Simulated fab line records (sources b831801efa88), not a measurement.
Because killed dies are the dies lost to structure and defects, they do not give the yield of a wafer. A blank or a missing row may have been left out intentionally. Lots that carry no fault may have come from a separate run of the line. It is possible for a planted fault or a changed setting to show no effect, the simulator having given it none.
fab line records	flow sky130
[record] lots = 5	wafers = 15	last_day = 50
route steps=708 shown METAL3@556 PAD_OPEN@708
lots that met no fault: from a run of the same line without faults
start_h: start of the lot's first displayed wafer, in hours after the record's first day	wait_h: how many hours have passed since the lot's step before this one	" same as the row above	L1.1+2: one row covering several wafers at once	- no value, or no start given	* or withheld: withheld	< > ~ a bound
route shown NAME@n: NAME is a module with steps in the file, n the number in the route of the first one	usual: average and standard deviation across the fault-free wafers	same: alike in all rows	chamber/n: place in a boat	sites: the reading at each site	_std_site: the values' standard deviation	_edge_site: inner sites' mean taken away from outer sites' mean	radius_mm: how far each site lies from the wafer's centre	mask NAME#n: copy n	behind: the most recent tool/chamber to have shaped the wafer	hold: reason for holding the lot/hours on hold/outcome of the hold	device: transistor that didn't switch, given as n, p or np	end of line: the route-end tests of the same wafers	a step without rows: its recipe alone	killed: the dies lost at the first sort to structure and to defects; this is not the yield of the wafer	map: a wafer's dies, marking killed ones x, the rest . and places with no die _
set.NAME: the run value of the setting; set.NAME@STEP: its run value at that earlier step	model.NAME: the simulator's own value behind a step, which no gauge read
certain route steps with their lots: each step a table, each wafer a row
services: a tool's chamber out of use, with start hour (start_h, from the record's first day; less than 0 if before it), hours out, and reason
[[steps]]
[step SKY_METAL3_HMDS_06]
[recipe] prime_time_s = 60	prime_temp_c = 120
[step SKY_METAL3_COAT_07]
[recipe] resist = BARC	temp_c = withheld	time_s = withheld	spin_rpm = 3000	resist_thk_nm = 60
[step SKY_METAL3_COAT_08]
[recipe] resist = KrF-thick	spin_rpm = 3000	resist_thk_nm = 1140
[step SKY_METAL3_SOFTBAKE_09]
[recipe] temp_c = 100	time_s = 90	resist = KrF-thick
[step SKY_METAL3_EXPOSE_10]
[recipe] mask_id = MM3	na = 0.68	source_shape = annular	sigma_inner = 0.4	sigma_outer = 0.8	target_cd_nm = 300	dose_mj = 28
[step SKY_METAL3_PEB_11]
[recipe] peb_temp_c = withheld	peb_time_s = withheld	resist = KrF-thick
[step SKY_METAL3_DEVELOP_12]
[recipe] develop_time_s = 60	resist = KrF-thick	dev_temp_c = 21
[step SKY_METAL3_CD_MEAS_13]
[recipe] target_cd_nm = 300
[usual] cd_nm = 300.2/1.6
lot.wafer	tool	chamber	start_h	wait_h	cd_nm
L670.2	cd_sem-02	-	917.20	-	300.9
L670.3	"	-	"	"	301.8
L670.6	"	-	"	"	300.2
L671.1	cd_sem-02	-	921.17	-	298.9
L671.3	"	-	"	"	299.1
L671.4	"	-	"	"	300.5
L678.1	cd_sem-01	-	970.49	-	299.5
L678.4	"	-	"	"	299.9
L678.6	"	-	"	"	299.2
L683.2	cd_sem-01	-	1003.91	-	301.4
L683.4	"	-	"	"	301.2
L683.5	"	-	"	"	301.2
L690.1	cd_sem-02	-	1054.68	-	298.2
L690.2	"	-	"	"	298.4
L690.4	"	-	"	"	297.1
[step SKY_METAL3_OVL_MEAS_14]
[usual] METAL3_OVL = -2/5.3
lot.wafer	tool	chamber	start_h	wait_h	METAL3_OVL[nm]
L670.2	overlay-01	-	917.30	0.1	-10
L670.3	"	-	"	"	-7
L670.6	"	-	"	"	-13
L671.1	overlay-02	-	921.29	0.1	-4
L671.3	"	-	"	"	-2
L671.4	"	-	"	"	0
L678.1	overlay-02	-	970.61	0.1	2
L678.4	"	-	"	"	2
L678.6	"	-	"	"	-2
L683.2	overlay-02	-	1004.01	0.1	-4
L683.4	"	-	"	"	-11
L683.5	"	-	"	"	-6
L690.1	overlay-02	-	1054.80	0.1	-6
L690.2	"	-	"	"	-6
L690.4	"	-	"	"	-3
[step SKY_METAL3_DESCUM_15]
[recipe] chemistry = O2	source_power_w = 150	bias_power_w = 0	pressure_mtorr = 10	temp_c = 40	time_s = 8
[usual] drypump_motor_current_A = 5.58/0.21	oes_product_au = 1.000/0.0071
[same] bias_power_w = 0
lot.wafer	tool	chamber	start_h	wait_h	drypump_motor_current_A	oes_product_au	rf_hours_counter_h
L670.2	rie_metal-01	1	917.33	0.0	5.78	1.006	9
L670.3	"	1	"	"	5.81	0.995	-
L670.6	"	1	"	"	5.78	1.000	-
L671.1	rie_metal-01	1	921.33	0.0	5.76	0.999	9
L671.3	"	1	"	"	5.77	0.997	-
L671.4	"	0	"	"	5.18	1.008	-
L678.1	rie_metal-01	1	970.64	0.0	5.78	0.995	12
L678.4	"	1	"	"	5.77	0.999	-
L678.6	"	0	"	"	5.19	1.005	-
L683.2	rie_metal-03	1	1004.04	0.0	5.73	0.997	15
L683.4	"	1	"	"	5.69	0.990	-
L683.5	"	0	"	"	5.62	1.000	-
L690.1	rie_metal-01	0	1054.83	0.0	5.20	1.005	19
L690.2	"	1	"	"	5.78	0.979	16
L690.4	"	1	"	"	5.77	0.996	-
[step SKY_METAL3_ETCH_16]
[recipe] chemistry = N2/H2	target = BARC	ion_energy_ev = 200	bias_w = 100	pressure_mtorr = 30	n2_flow_sccm = 100	h2_flow_sccm = 200	icp_w = 500	stop_on = SiO2	time_s = 88.2	target_depth_a = 600
[usual] drypump_motor_current_A = 5.59/0.2	oes_product_au = 0.626/0.0042	throttle_valve_pct = 13.205/0.0095
lot.wafer	tool	chamber	start_h	wait_h	drypump_motor_current_A	oes_product_au	rf_hours_counter_h	throttle_valve_pct
L670.2	rie_metal-01	1	917.36	0.0	5.78	0.627	9	13.214
L670.3	"	1	"	"	5.80	0.621	-	13.199
L670.6	"	1	"	"	5.79	0.634	-	13.216
L671.1	rie_metal-01	1	921.36	0.0	5.80	0.635	9	13.194
L671.3	"	1	"	"	5.77	0.623	-	13.209
L671.4	"	0	"	"	5.20	0.633	-	13.198
L678.1	rie_metal-01	1	970.67	0.0	5.80	0.628	12	13.194
L678.4	"	1	"	"	5.79	0.629	-	13.197
L678.6	"	0	"	"	5.19	0.630	-	13.214
L683.2	rie_metal-03	1	1004.08	0.0	5.78	0.625	15	13.208
L683.4	"	1	"	"	5.76	0.632	-	13.198
L683.5	"	0	"	"	5.67	0.622	-	13.201
L690.1	rie_metal-01	0	1054.86	0.0	5.21	0.622	19	13.200
L690.2	"	1	"	"	5.78	0.625	16	13.209
L690.4	"	1	"	"	5.79	0.627	-	13.209
[step SKY_METAL3_ETCH_17]
[recipe] target = SiO2	stop_on = TiN	chemistry = C4F8/O2/Ar	source_w = 1500	bias_w = 1200	pressure_mtorr = 40	c4f8_flow_sccm = withheld	O2_flow_sccm = 6	Ar_flow_sccm = 300	time_s = 3.9	target_depth_a = 150
[usual] oes_product_au = 0.755/0.0074
lot.wafer	tool	chamber	start_h	wait_h	oes_product_au	rf_hours_counter_h
L670.2	rie_diel-01	2	917.46	0.1	0.747	27
L670.3	"	0	"	"	0.748	14
L670.6	"	2	"	"	0.746	-
L671.1	rie_diel-04	3	921.46	0.1	0.759	6
L671.3	"	1	"	"	0.762	12
L671.4	"	1	"	"	0.763	-
L678.1	rie_diel-02	3	970.77	0.1	0.744	7
L678.4	"	2	"	"	0.740	19
L678.6	"	3	"	"	0.758	-
L683.2	rie_diel-04	1	1004.18	0.1	0.741	14
L683.4	"	2	"	"	0.752	10
L683.5	"	1	"	"	0.756	-
L690.1	rie_diel-01	3	1054.96	0.1	0.750	17
L690.2	"	2	"	"	0.756	3
L690.4	"	1	"	"	0.759	18
[step SKY_METAL3_METAL_ETCH_18]
[recipe] target_depth_a = 8450	stop_on = SiO2	over_etch_frac = 0.3	time_s = 183.1	chemistry = Cl2/BCl3	resist_sidewall_deg = 88	pressure_mtorr = 10	icp_w = 900	bias_w = 48.5	Cl2_flow_sccm = 60	bcl3_flow_sccm = 30
[usual] drypump_motor_current_A = 5.59/0.15	oes_product_au = 0.866/0.0052	throttle_valve_pct = 22.262/0.0078
lot.wafer	tool	chamber	start_h	wait_h	drypump_motor_current_A	oes_product_au	rf_hours_counter_h	throttle_valve_pct	model.KrF-thick_of_METAL3_COAT_08.thk_nm	model.METAL3.cd_nm	model.SiO2_of_VIA2_HDPCVD_00.thk_nm
L670.2	rie_metal-04	0	917.48	0.0	5.62	0.863	15	22.257	539	299.2	465.1
L670.3	"	0	"	"	5.63	0.870	-	22.269	537.3	301.6	464.6
L670.6	"	1	"	"	5.47	0.869	-	22.263	530.5	290.7	463.9
L671.1	rie_metal-03	1	921.48	0.0	5.76	0.866	11	22.268	532.1	296.1	465.5
L671.3	"	0	"	"	5.65	0.862	-	22.257	529.2	297.2	465.5
L671.4	"	1	"	"	5.74	0.870	-	22.262	530.4	298.1	465.2
L678.1	rie_metal-03	1	970.79	0.0	5.72	0.866	13	22.265	347.6	280.4	457.2
L678.4	"	0	"	"	5.64	0.858	-	22.260	516.9	294.7	464.9
L678.6	"	0	"	"	5.65	0.871	-	22.263	518.7	296.5	465.4
L683.2	rie_metal-04	1	1004.25	0.1	5.50	0.862	-	22.258	535.6	297.9	466.2
L683.4	"	1	"	"	5.49	0.867	-	22.253	538.2	297.9	464.8
L683.5	"	1	"	"	5.49	0.863	-	22.281	532.4	297.1	463.3
L690.1	rie_metal-04	0	1054.98	0.0	5.64	0.866	2	22.265	521.3	298.2	464.3
L690.2	"	1	"	"	5.47	0.874	9	22.256	529.9	294.4	464.8
L690.4	"	1	"	"	5.49	0.877	-	22.252	530.4	292.3	464.3
[step SKY_METAL3_STRIP_19]
[recipe] chemistry = O2/N2	power_w = 1400	pressure_mtorr = 1500	platen_temp_c = withheld	o2_flow_sccm = 3000	n2_flow_sccm = 300	overash_fraction = 0.5
[usual] drypump_motor_current_A = 5.7/0.32	oes_product_au = 0.502/0.0052	strip_time_to_endpoint_s = 6.54/0.06
lot.wafer	tool	chamber	start_h	wait_h	drypump_motor_current_A	oes_product_au	rf_hours_counter_h	strip_time_to_endpoint_s
L670.2	plasma_asher-03	0	917.66	0.1	6.2	0.517	114	6.67
L670.3	"	1	"	"	5.2	0.502	-	6.63
L670.6	"	1	"	"	5.1	0.502	-	6.58
L671.1	plasma_asher-03	0	921.66	0.1	6.2	0.501	115	6.60
L671.3	"	0	"	"	6.2	0.497	-	6.56
L671.4	"	1	"	"	5.2	0.499	-	6.57
L678.1	plasma_asher-03	1	970.97	0.1	5.2	0.430	120	4.73
L678.4	"	1	"	"	5.2	0.493	-	6.44
L678.6	"	0	"	"	6.2	0.499	-	6.44
L683.2	plasma_asher-03	0	1004.55	0.2	6.2	0.508	123	6.61
L683.4	"	0	"	"	6.2	0.504	-	6.65
L683.5	"	0	"	"	6.2	0.497	-	6.59
L690.1	plasma_asher-01	0	1055.16	0.1	5.7	0.499	32	6.48
L690.2	"	1	"	"	5.9	0.501	32	6.56
L690.4	"	1	"	"	5.9	0.498	-	6.58
[step SKY_METAL3_STRIP_20]
[recipe] chemistry = post_etch_residue_remover	time_s = 1200	temp_c = 72.5
[step SKY_PAD_OPEN_PROBE_99]
[usual] defect_limited_yield = 82.5/1.9	killed_at_M0_to_M3 = 44/7.2	killed_at_M4_up = 3.1/1.7	killed_at_contacts = 25/5.1	killed_at_front_end = 14/4.6	killed_at_other = 0.3/0.59	killed_dies = 86/9.6	killed_open = 47/7.4	killed_short = 39/6	sort_bin_3_pad_short = 0.8/0.4	sort_bin_5_function = 10.4/1.5	sort_bin_6_memory = 6.2/1.1	sort_n_pass = 406/9.6	sort_yield_pct = 82.5/1.9
[same] gross_dies = 492	killed_at_back_side = 0	sort_bin_4_leakage[%] = 0	sort_bin_8_speed[%] = 0
lot.wafer	tool	chamber	start_h	wait_h	defect_limited_yield[%]	killed_at_M0_to_M3	killed_at_M4_up	killed_at_contacts	killed_at_front_end	killed_at_other	killed_dies	killed_open	killed_short	sort_bin_3_pad_short[%]	sort_bin_5_function[%]	sort_bin_6_memory[%]	sort_n_pass	sort_yield_pct[%]	model.etest.met3.width_nm	model.etest.met3.line_ohm_um
L670.2	prober-01	-	1087.26	0.1	81.1	46	3	27	17	0	93	45	48	1.0	13.6	4.3	399	81.1	297.9	0.1426
L670.3	prober-01	-	1087.31	0.2	82.5	36	5	24	20	1	86	50	36	0.2	11.2	6.1	406	82.5	299.9	0.1426
L670.6	prober-01	-	1087.46	0.2	85.4	38	3	19	11	1	72	45	27	1.0	8.9	4.7	420	85.4	289.9	0.1451
L671.1	prober-01	-	1089.60	0.1	83.9	42	4	22	10	1	79	38	41	0.4	10.8	4.9	413	83.9	293.5	0.1444
L671.3	prober-01	-	1089.70	0.2	83.9	48	3	18	10	0	79	43	36	1.0	10.0	5.1	413	83.9	297.3	0.1434
L671.4	prober-01	-	1089.75	0.2	82.3	41	8	23	13	2	87	47	40	1.4	10.0	6.3	405	82.3	296.2	0.1436
L678.1	prober-01	-	1131.31	0.1	79.5	53	2	29	16	1	101	59	42	0.4	13.0	7.1	391	79.5	280.4	0.1542
L678.4	prober-01	-	1131.46	0.2	80.9	42	2	24	24	2	94	48	46	1.2	11.2	6.7	398	80.9	295	0.1471
L678.6	prober-01	-	1131.56	0.2	80.7	46	2	22	25	0	95	60	35	0.4	12.2	6.7	397	80.7	294.6	0.1459
L683.2	prober-02	-	1159.03	0.1	80.1	46	5	28	19	0	98	40	58	0.6	12.0	7.3	394	80.1	294.4	0.1454
L683.4	prober-02	-	1159.13	0.2	83.9	34	1	27	17	0	79	40	39	0.6	9.1	6.3	413	83.9	299.3	0.143
L683.5	prober-02	-	1159.18	0.2	84.1	34	1	26	17	0	78	39	39	0.8	8.7	6.3	414	84.1	293.8	0.1454
L690.1	prober-02	-	1195.45	0.1	80.3	42	4	34	16	1	97	51	46	1.0	10.8	7.9	395	80.3	299.2	0.1417
L690.2	prober-02	-	1195.50	0.1	84.3	38	5	19	15	0	77	37	40	0.4	11.0	4.3	415	84.3	293	0.1454
L690.4	prober-02	-	1195.60	0.2	83.1	39	4	21	19	0	83	42	41	0.8	11.0	5.1	409	83.1	288.9	0.1469
// killed by level:class
L670.2 VIA1:geometric_particle:open=11 FIELD_ISO:geometric_particle:open=7 METAL1:geometric_particle:short=7 VIA3:geometric_particle:open=6 LOCAL_INTERCONNECT:geometric_particle:short=6 CONTACT:geometric_particle:open=6 CONTACT:geometric_particle:short=5 LI_CONTACT:geometric_particle:open=5
L670.3 VIA1:geometric_particle:open=12 POLY_GATE:geometric_particle:open=7 LI_CONTACT:geometric_particle:open=6 LOCAL_INTERCONNECT:geometric_particle:short=6 VIA3:geometric_particle:open=6 METAL1:geometric_particle:short=5 CONTACT:geometric_particle:short=5 CONTACT:geometric_particle:open=5
L670.6 VIA2:geometric_particle:open=9 CONTACT:geometric_particle:open=8 VIA1:geometric_particle:open=7 VIA2:geometric_particle:short=5 POLY_GATE:geometric_particle:open=4 LI_CONTACT:geometric_particle:open=4 VIA1:geometric_particle:short=4 FIELD_ISO:geometric_particle:short=3
L671.1 VIA1:geometric_particle:open=9 METAL1:geometric_particle:short=9 METAL2:geometric_particle:short=8 LI_CONTACT:geometric_particle:open=6 LOCAL_INTERCONNECT:geometric_particle:short=6 VIA3:geometric_particle:open=5 FIELD_ISO:geometric_particle:open=4 CONTACT:geometric_particle:open=4
L671.3 VIA1:geometric_particle:open=10 LOCAL_INTERCONNECT:geometric_particle:short=7 VIA3:geometric_particle:open=7 VIA2:geometric_particle:open=7 CONTACT:geometric_particle:open=6 METAL3:geometric_particle:short=5 METAL2:geometric_particle:short=5 FIELD_ISO:geometric_particle:open=4
L671.4 VIA3:geometric_particle:open=11 CONTACT:geometric_particle:open=8 VIA1:geometric_particle:open=7 LOCAL_INTERCONNECT:geometric_particle:short=6 METAL4:geometric_particle:short=6 FIELD_ISO:geometric_particle:open=4 POLY_CUT:geometric_particle:open=4 LI_CONTACT:geometric_particle:open=4
L678.1 VIA1:geometric_particle:open=15 CONTACT:geometric_particle:open=11 VIA1:geometric_particle:short=11 VIA2:geometric_particle:open=9 POLY_GATE:geometric_particle:open=5 LI_CONTACT:geometric_particle:open=5 LOCAL_INTERCONNECT:geometric_particle:short=5 METAL1:geometric_particle:short=5
L678.4 VIA1:geometric_particle:open=9 FIELD_ISO:geometric_particle:open=8 FIELD_ISO:geometric_particle:short=8 LI_CONTACT:geometric_particle:open=7 METAL2:geometric_particle:short=7 LOCAL_INTERCONNECT:geometric_particle:short=6 CONTACT:geometric_particle:open=6 VIA3:geometric_particle:open=6
L678.6 VIA1:geometric_particle:open=19 LI_CONTACT:geometric_particle:open=8 CONTACT:geometric_particle:open=8 POLY_GATE:geometric_particle:open=7 FIELD_ISO:geometric_particle:short=6 FIELD_ISO:geometric_particle:open=5 METAL1:geometric_particle:short=5 POLY_GATE:geometric_particle:short=4
L683.2 CONTACT:geometric_particle:open=11 CONTACT:geometric_particle:short=10 VIA1:geometric_particle:open=9 VIA1:geometric_particle:short=8 FIELD_ISO:geometric_particle:short=7 VIA3:geometric_particle:open=7 METAL2:geometric_particle:short=5 METAL4:geometric_particle:short=5
L683.4 CONTACT:geometric_particle:open=12 LI_CONTACT:geometric_particle:open=8 VIA1:geometric_particle:open=6 VIA2:geometric_particle:short=6 METAL2:geometric_particle:short=5 FIELD_ISO:geometric_particle:short=4 POLY_GATE:geometric_particle:short=4 CONTACT:geometric_particle:short=4
L683.5 METAL2:geometric_particle:short=9 FIELD_ISO:geometric_particle:open=6 LI_CONTACT:geometric_particle:open=6 LI_CONTACT:geometric_particle:short=5 LOCAL_INTERCONNECT:geometric_particle:short=5 VIA1:geometric_particle:open=5 METAL3:geometric_particle:short=4 POLY_GATE:geometric_particle:short=4
L690.1 CONTACT:geometric_particle:open=13 LI_CONTACT:geometric_particle:open=10 METAL1:geometric_particle:short=10 LOCAL_INTERCONNECT:geometric_particle:short=7 VIA3:geometric_particle:open=6 VIA1:geometric_particle:open=5 VIA2:geometric_particle:open=5 VIA2:geometric_particle:short=4
L690.2 LI_CONTACT:geometric_particle:open=9 VIA2:geometric_particle:open=8 VIA3:geometric_particle:short=7 POLY_GATE:geometric_particle:short=5 METAL2:geometric_particle:short=5 POLY_GATE:geometric_particle:open=4 CONTACT:geometric_particle:open=4 METAL1:geometric_particle:short=4
L690.4 LI_CONTACT:geometric_particle:open=11 METAL1:geometric_particle:short=8 VIA1:geometric_particle:open=8 POLY_GATE:geometric_particle:short=7 VIA1:geometric_particle:short=7 VIA2:geometric_particle:open=6 FIELD_ISO:geometric_particle:open=5 METAL4:geometric_particle:short=4
[[services]]
tool	chamber	start_h	hours	kind
rie_diel-01	2	900.28	6.2	repair
rie_diel-04	0	904.07	15.2	repair
rie_diel-04	3	906.98	12.1	repair
rie_diel-04	-	917.70	1.0	repair
rie_metal-04	1	919.21	-	clean
rie_metal-04	1	919.21	14.0	scheduled_down
rie_metal-04	1	919.21	14.0	vent_cycle
rie_diel-04	0	919.24	-	clean
rie_diel-04	0	919.24	19.0	scheduled_down
rie_diel-04	0	919.24	19.0	vent_cycle
rie_metal-03	1	926.56	4.8	repair
rie_metal-04	0	953.71	1.1	repair
rie_diel-01	2	974.18	-	clean
rie_diel-01	2	974.18	-	consumable_replace:showerhead
rie_diel-01	2	974.18	17.7	scheduled_down
rie_diel-01	-	977.07	0.7	repair
rie_diel-02	-	1002.18	0.2	repair
rie_metal-04	0	1002.99	-	clean
rie_metal-04	0	1002.99	28.4	scheduled_down
rie_metal-04	0	1002.99	28.4	vent_cycle
rie_diel-04	0	1005.33	13.8	repair
rie_diel-02	2	1014.27	10.3	repair
rie_diel-02	1	1015.32	1.2	repair
rie_diel-02	1	1022.42	4.0	repair
[[key]]
[first_sign] step = SKY_METAL3_STRIP_19	reading = strip_time_to_endpoint_s	direction = down	sigmas = 30	usual = *	struck = *
[effect] step = SKY_METAL3_STRIP_19	reading = oes_product_au	direction = down	sigmas = 14	usual = 0.502	struck = 0.430
[model_effect] step = SKY_METAL3_METAL_ETCH_18	value = KrF-thick_of_METAL3_COAT_08.thk_nm	without = 525.1	struck = 347.6
[model_effect] step = SKY_PAD_OPEN_PROBE_99	value = etest.met3.width_nm	without = 300	struck = 280.4
met_at SKY_METAL3_METAL_ETCH_18
struck_wafers L678.1
onset_between 921.48 970.79
[fault] kind = process_parameter_drift	tool = rie_metal-03	chamber = -	onset_h = 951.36	steps = SKY_METAL3_METAL_ETCH_18	channel = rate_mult	offset = 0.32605	shape = step	end_h = 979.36	scope = struck_wafers_only
